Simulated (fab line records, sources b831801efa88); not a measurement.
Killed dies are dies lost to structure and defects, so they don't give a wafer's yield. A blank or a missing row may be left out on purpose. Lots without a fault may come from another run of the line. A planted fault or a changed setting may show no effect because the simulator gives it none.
Which tool did it? | flow sky130 | 12 lots, 34 wafers sampled, at 5 steps of a route of 708

WHAT THE GAUGES READ, wafer by wafer
SKY_FIELD_ISO_THK_MEAS_04.
lot  | measured    | on            | FIELD_ISO_CVD_03_THK (nm)
L860 | day 1 20:11 | film_metro-04 | 166.2 167.2 166.5
L861 | day 2 00:22 | film_metro-02 | 164.8 165.3 164.5
L862 | day 2 07:39 | film_metro-01 | 169.3 167.8 169.3
L865 | day 2 21:07 | film_metro-04 | 164.0 165.2 163.2
L866 | day 3 01:29 | film_metro-01 | 166.9 167.0 166.5
L867 | day 3 05:30 | film_metro-01 | 161.6 164.1 163.0
L868 | day 3 10:29 | film_metro-02 | 165.6 165.5 165.7
L869 | day 3 16:22 | film_metro-04 | 164.5 165.0 165.3
L872 | day 4 07:31 | film_metro-02 | 166.5 165.9 167.1
L873 | day 4 13:13 | film_metro-01 | 166.1 165.9 166.3
L875 | day 4 23:03 | film_metro-01 | 161.6 163.1
L876 | day 5 03:50 | film_metro-01 | 161.0 163.6

SKY_NWELL_TW_MEAS_15.
lot  | measured    | on            | NWELL_TW
L860 | day 4 20:04 | film_metro-03 | 1805 1812 1790
L861 | day 5 00:43 | film_metro-03 | 1826 1831 1813
L862 | day 5 07:52 | film_metro-01 | 1830 1827 1842
L865 | day 6 02:23 | film_metro-02 | 1817 1820 1815
L866 | day 6 06:58 | film_metro-01 | 1846 1848 1847
L867 | day 6 13:23 | film_metro-03 | 1825 1828 1829
L868 | day 6 20:13 | film_metro-02 | 1825 1814 1831
L869 | day 7 01:14 | film_metro-03 | 1841 1824 1835
L872 | day 7 17:21 | film_metro-01 | 1848 1820 1825
L873 | day 8 00:31 | film_metro-01 | 1845 1833 1841
L875 | day 8 12:34 | film_metro-02 | 1823 1666
L876 | day 8 19:41 | film_metro-03 | 1674 1836

SKY_NWELL_RS_MEAS_29: measures by four-point-probe.
lot  | measured    | on            | NWELL_RS (ohm/sq)
L860 | day 5 14:02 | film_metro-01 | 622.1 624.3 624.1
L861 | day 5 19:13 | film_metro-01 | 624.7 624.8 624.1
L862 | day 6 02:59 | film_metro-03 | 624.6 622.4 624.8
L865 | day 6 22:21 | film_metro-01 | 626.3 627.0 623.5
L866 | day 7 02:32 | film_metro-01 | 622.5 621.7 621.9
L867 | day 7 09:17 | film_metro-03 | 622.9 625.1 626.4
L868 | day 7 16:06 | film_metro-02 | 621.9 624.0 623.8
L869 | day 7 20:54 | film_metro-03 | 625.0 625.9 626.8
L872 | day 8 13:45 | film_metro-03 | 626.0 624.9 626.8
L873 | day 8 20:46 | film_metro-02 | 625.7 625.4 623.9
L875 | day 9 09:34 | film_metro-01 | 624.2 732.1
L876 | day 9 16:44 | film_metro-02 | 732.5 623.2

SKY_SONOS_TUNNEL_CD_MEAS_07: target cd 410 nm.
lot  | measured     | on        | cd_nm (nm)
L860 | day 11 14:59 | cd_sem-01 | 412.2 411.2 411.1
L861 | day 11 20:16 | cd_sem-02 | 410.6 410.5 411.6
L862 | day 12 09:52 | cd_sem-02 | 407.6 406.4 408.6
L865 | day 13 08:04 | cd_sem-02 | 412.6 411.3 411.8
L866 | day 13 12:41 | cd_sem-02 | 408.5 406.8 407.6
L867 | day 13 21:01 | cd_sem-01 | 409.8 407.4 409.3
L868 | day 14 08:31 | cd_sem-01 | 412.4 408.7 409.0
L869 | day 14 13:40 | cd_sem-02 | 410.5 407.4 409.5
L872 | day 15 11:49 | cd_sem-01 | 407.5 408.8 408.4
L873 | day 15 23:11 | cd_sem-01 | 406.7 404.9 408.0
L875 | day 16 15:35 | cd_sem-01 | 412.5 412.2
L876 | day 17 02:25 | cd_sem-01 | 409.9 409.1

WHICH TOOL RAN EACH LOT (tool, then ch and the chambers of the sampled wafers, then the start)
lot  | SKY_NWELL_IMPLANT_11
L860 | implanter-02 ch 0, day 4 19:31
L861 | implanter-02 ch 0, day 5 00:10
L862 | implanter-03 ch 0, day 5 07:19
L865 | implanter-04 ch 0, day 6 01:50
L866 | implanter-04 ch 0, day 6 06:17
L867 | implanter-03 ch 0, day 6 12:52
L868 | implanter-04 ch 0, day 6 19:40
L869 | implanter-04 ch 0, day 7 00:41
L872 | implanter-02 ch 0, day 7 16:48
L873 | implanter-02 ch 0, day 7 23:58
L875 | implanter-02 ch 0, day 8 12:02
L876 | implanter-02 ch 0, day 8 19:08
- SKY_NWELL_IMPLANT_11

WHAT THE TOOLS THEMSELVES READ (means of the sampled wafers that have a number; where no wafer has one, the mark that the record gives instead)
The record holds no such reading with a usual standard deviation.

THE ANSWER, worked out from the rows above alone
Rule: what is usual is taken from the lots themselves. Put in order of their means at a reading, lots are off if they are a third of the lots or fewer, leave a main group of 4 or more, and stand apart from it by a gap of 3 or more times the standard deviation of the main group's means; of several such gaps the widest counts. A main group whose means are all the same, to the digits that the tables above print for the reading, isn't used. A lot without any number at a reading at which 4 lots or more have one is off too. The other lots that the step has rows for count as sound. The gauges are gone through in route order, then the tools' own readings, and for those a lot's mean is taken as printed above. The first step at which some lot is off is used, and at that step the reading that is off furthest; a lot without a number counts as furthest.
Off: L875, L876, at SKY_NWELL_TW_MEAS_15 (NWELL_TW). The main group: mean 1828, standard deviation 12.
A tool fits if, at a process step before that reading, it ran every lot that is off, and no sound lot after the first of them. The gauges at SKY_NWELL_TW_MEAS_15 are tried like those tools. One fits: implanter-02 at SKY_NWELL_IMPLANT_11. Its last sound lot is L873 (day 7 23:58), its first lot that is off L875 (day 8 12:02): a fault that began between those two fits.

WHAT THE SIMULATOR HAD PUT IN
Process parameter drift: implanter-02, from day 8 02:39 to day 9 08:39, at SKY_NWELL_IMPLANT_11. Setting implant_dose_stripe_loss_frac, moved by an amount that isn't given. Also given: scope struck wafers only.
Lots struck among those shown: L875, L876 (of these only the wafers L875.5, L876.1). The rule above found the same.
